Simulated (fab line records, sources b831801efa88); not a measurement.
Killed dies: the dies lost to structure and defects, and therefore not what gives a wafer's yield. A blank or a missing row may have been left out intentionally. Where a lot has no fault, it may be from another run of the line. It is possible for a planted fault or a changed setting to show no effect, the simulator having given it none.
The tool behind it: which one? -- flow sky130 -- 13 lots with 38 wafers sampled at 5 steps, on a route of 708 steps

== WHAT EACH GAUGE READ, for each wafer ==
SKY_VIA1_CD_MEAS_12 targets a cd of 150 nm.
lot,measured,on,cdNm (nm)
L189,day 34 12:49,cdSem-02,149.4 147.5 149.2
L188,day 34 17:02,cdSem-02,151.0 150.7 150.9
L193,day 35 16:08,cdSem-02,149.8 149.1 149.7
L191,day 35 16:58,cdSem-02,152.2 149.8 151.2
L192,day 35 18:41,cdSem-01,151.6 151.5 153.9
L195,day 36 23:50,cdSem-01,147.1 149.3 149.7
L197,day 37 15:03,cdSem-01,150.1 148.8 146.5
L196,day 37 18:04,cdSem-01,150.7 148.2 150.1
L199,day 37 21:24,cdSem-02,151.2 150.2 150.3
L198,day 38 01:55,cdSem-01,150.4 150.9 152.3
L202,day 38 19:55,cdSem-02,152.4 151.7 151.8
L201,day 38 22:39,cdSem-02,148.2 148.8 147.4
L205,day 39 11:28,cdSem-01,153.0 151.2

SKY_VIA1_OVL_MEAS_13.
lot,measured,on,VIA1_OVL (nm)
L189,day 34 12:56,overlay-01,-5 1 6
L188,day 34 17:09,overlay-01,-12 -8 -14
L193,day 35 16:15,overlay-01,5 -9 1
L191,day 35 17:05,overlay-01,-9 -3 2
L192,day 35 18:48,overlay-02,8 -3 2
L195,day 36 23:57,overlay-01,0 4 3
L197,day 37 15:10,overlay-01,8 11 5
L196,day 37 18:09,overlay-01,9 5 11
L199,day 37 21:31,overlay-02,-11 -14 -10
L198,day 38 02:02,overlay-01,-5 0 2
L202,day 38 20:00,overlay-02,-1 4 2
L201,day 38 22:46,overlay-01,-11 -14 -13
L205,day 39 11:35,overlay-02,6 3

SKY_METAL3_CD_MEAS_13 targets a cd of 300 nm.
lot,measured,on,cdNm (nm)
L189,day 39 02:52,cdSem-02,299.4 300.7 300.0
L188,day 39 07:04,cdSem-01,298.7 299.0 298.4
L193,day 40 05:02,cdSem-02,301.9 301.5 300.5
L191,day 40 05:50,cdSem-02,300.6 299.2 300.0
L192,day 40 07:02,cdSem-02,302.1 301.7 301.6
L195,day 41 09:08,cdSem-01,299.4 300.1 299.8
L197,day 41 22:44,cdSem-01,300.3 302.1 300.4
L196,day 42 01:57,cdSem-02,300.5 299.9 300.2
L199,day 42 04:14,cdSem-01,299.2 301.1 300.6
L198,day 42 09:52,cdSem-02,301.0 300.0 300.0
L202,day 43 03:22,cdSem-01,300.5 300.2 300.3
L201,day 43 04:18,cdSem-02,298.8 299.7 299.3
L205,day 43 16:41,cdSem-02,234.5 299.0

== WHICH TOOL RAN EACH LOT (tool, then ch and the chambers of the sampled wafers, then the start) ==
lot,SKY_CONTACT_STRIP_19,SKY_METAL3_EXPOSE_10
L189,"plasmaAsher-02 ch 0,1, day 32 02:55","krfScanner-02 ch 0, day 38 14:12"
L188,"plasmaAsher-02 ch 0, day 32 06:19","krfScanner-01 ch 0, day 38 18:37"
L193,"plasmaAsher-02 ch 0,1, day 33 07:16","krfScanner-02 ch 0, day 39 16:09"
L191,"plasmaAsher-02 ch 0,1, day 33 08:25","krfScanner-02 ch 0, day 39 17:15"
L192,"plasmaAsher-03 ch 0,1, day 33 09:32","krfScanner-01 ch 0, day 39 18:11"
L195,"plasmaAsher-01 ch 0, day 34 15:49","krfScanner-02 ch 0, day 40 20:29"
L197,"plasmaAsher-01 ch 0,1, day 35 07:40","krfScanner-02 ch 0, day 41 11:32"
L196,"plasmaAsher-01 ch 0,1, day 35 10:32","krfScanner-02 ch 0, day 41 13:53"
L199,"plasmaAsher-01 ch 1, day 35 14:17","krfScanner-01 ch 0, day 41 16:55"
L198,"plasmaAsher-02 ch 0,1, day 35 18:13","krfScanner-02 ch 0, day 41 21:22"
L202,"plasmaAsher-01 ch 0,1, day 36 12:56","krfScanner-01 ch 0, day 42 15:16"
L201,"plasmaAsher-02 ch 0,1, day 36 16:17","krfScanner-02 ch 0, day 42 16:27"
L205,"plasmaAsher-02 ch 0,1, day 37 05:00","krfScanner-01 ch 0, day 43 06:34"
- SKY_CONTACT_STRIP_19: strips in O2/N2.
- SKY_METAL3_EXPOSE_10: exposes mask MM3, target cd 300 nm.

== WHAT THE TOOLS THEMSELVES READ (means of the sampled wafers that have a number; where no wafer has one, the mark that the record gives instead) ==
SKY_CONTACT_STRIP_19.
lot,tool,chamberPressureMTorr (mTorr),drypumpMotorCurrentA (A),n2FlowSccm (sccm),oesProductAu (a.u.),stripTimeToEndpointS (s)
L189,plasmaAsher-02,1500.1,5.44,299.3,0.375,3.56
L188,plasmaAsher-02,1500.3,5.35,299.2,0.378,3.60
L193,plasmaAsher-02,1500.6,5.39,299.9,0.383,3.58
L191,plasmaAsher-02,1499.8,5.43,300.3,0.377,3.56
L192,plasmaAsher-03,1499.1,5.77,299.4,0.380,3.58
L195,plasmaAsher-01,1499.3,5.73,300.5,0.382,3.66
L197,plasmaAsher-01,1500.2,5.83,299.6,0.381,3.56
L196,plasmaAsher-01,1500.5,5.79,299.3,0.381,3.59
L199,plasmaAsher-01,1500.2,5.90,300.9,0.381,3.63
L198,plasmaAsher-02,1499.4,5.43,300.7,0.382,3.62
L202,plasmaAsher-01,1501.2,5.83,299.9,0.377,3.59
L201,plasmaAsher-02,1500.1,5.40,300.0,0.385,3.66
L205,plasmaAsher-02,1500.2,5.42,300.5,0.374,3.62

== THE ANSWER, worked out from the rows above alone ==
Rule: usual is defined by the lots themselves. The widest of any qualifying gaps counts: lots, ordered by their means at a reading, are off when they make up no more than a third of the lots, leave a main group of 4 or more, and stand apart from it by 3 or more times the standard deviation of that group's means. If all means in a main group match to the digits the tables above print for the reading, that group is not used. A lot without any number at a reading at which 4 lots or more have one is off too. The other lots that the step has rows for count as sound. The gauges are gone through in route order, then the tools' own readings, and for those a lot's mean is taken as printed above. The first step at which some lot is off is used, and at that step the reading that is off furthest; a lot without a number counts as furthest.
Off, at SKY_METAL3_CD_MEAS_13 on cdNm: L205. Mean 300.2 nm and standard deviation 0.8 in the main group.
If a tool, at a process step before that reading, ran all the lots that are off and no sound lot after the first of them, it fits. Gauges at SKY_METAL3_CD_MEAS_13: tried the same way as those tools. Can't be told from this: 3 tools fit, plasmaAsher-02 at SKY_CONTACT_STRIP_19, krfScanner-01 at SKY_METAL3_EXPOSE_10, cdSem-02 at SKY_METAL3_CD_MEAS_13.

== WHAT HAD BEEN PUT IN BY THE SIMULATOR ==
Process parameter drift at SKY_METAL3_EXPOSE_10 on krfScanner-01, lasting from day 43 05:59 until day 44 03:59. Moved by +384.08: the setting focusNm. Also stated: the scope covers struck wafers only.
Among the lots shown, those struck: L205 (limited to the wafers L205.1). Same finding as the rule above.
